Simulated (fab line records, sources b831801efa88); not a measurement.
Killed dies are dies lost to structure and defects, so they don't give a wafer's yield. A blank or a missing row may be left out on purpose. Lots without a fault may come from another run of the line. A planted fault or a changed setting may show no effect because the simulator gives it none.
One fault seen from 2 desks | flow gf180mcu | each desk has only its own numbers; what lay behind them comes last

THE METROLOGY DESK
What the gauges read, lot by lot, whatever tool the lot ran on: means of the sampled wafers that have a number. A lot is out of limits, marked OUT, if its mean lies more than 4 standard deviations from the usual mean; the brackets give that distance.
Columns: A = HV_LDD_03_OVL at GF_HV_LDD_OVL_MEAS_47, usual -0.5 nm; B = CONTACT_OVL at GF_CONTACT_OVL_MEAS_15, usual 1 nm
lot  | first seen here | A    | B
L775 | day 12 10:52    | -0.2 | 5
L776 | day 12 22:03    | -1.6 | 0
L778 | day 13 07:01    | 0.1  | 11
L779 | day 13 16:02    | -1.8 | 10
L782 | day 14 19:38    | -2.0 | 4
L784 | day 15 09:59    | 0.6  | 11
L785 | day 15 22:07    | 0.3  | 2
L787 | day 16 13:37    | 0.0  | -2
L791 | day 17 20:23    | 0.2  | 4
L793 | day 18 14:01    | -1.7 | 5
L794 | day 18 17:29    | -2.1 | -2
L797 | day 19 17:52    | 0.2  | 0
This desk's finding: nothing out of limits on any of the 12 lots.

THE TOOL OWNER'S DESK: litho_track-03
The tool's own readings at GF_SAB_COAT_04 (resist thk 1000 nm): means of the sampled wafers that have a number, for each lot that ran on this tool. A lot is out of limits, marked OUT, if its mean lies more than 4 standard deviations from the usual mean; the brackets give that distance.
Columns: A = chill_plate_temp_C at GF_SAB_COAT_04, usual 22.98 C
lot  | first seen here | A
L779 | day 16 00:37    | 22.97
L782 | day 17 06:07    | 23.06
L784 | day 17 22:07    | 22.94
L787 | day 19 04:13    | 23.12
L791 | day 20 11:31    | 22.94
L793 | day 21 06:14    | 22.93
L794 | day 21 10:31    | 22.94
L797 | day 22 10:10    | 23.14
This desk's finding: nothing out of limits on any of the 8 lots.

PUT TOGETHER
The metrology desk saw nothing out of limits.
The tool owner's desk saw nothing out of limits.

WHAT THE SIMULATOR HAD PUT IN
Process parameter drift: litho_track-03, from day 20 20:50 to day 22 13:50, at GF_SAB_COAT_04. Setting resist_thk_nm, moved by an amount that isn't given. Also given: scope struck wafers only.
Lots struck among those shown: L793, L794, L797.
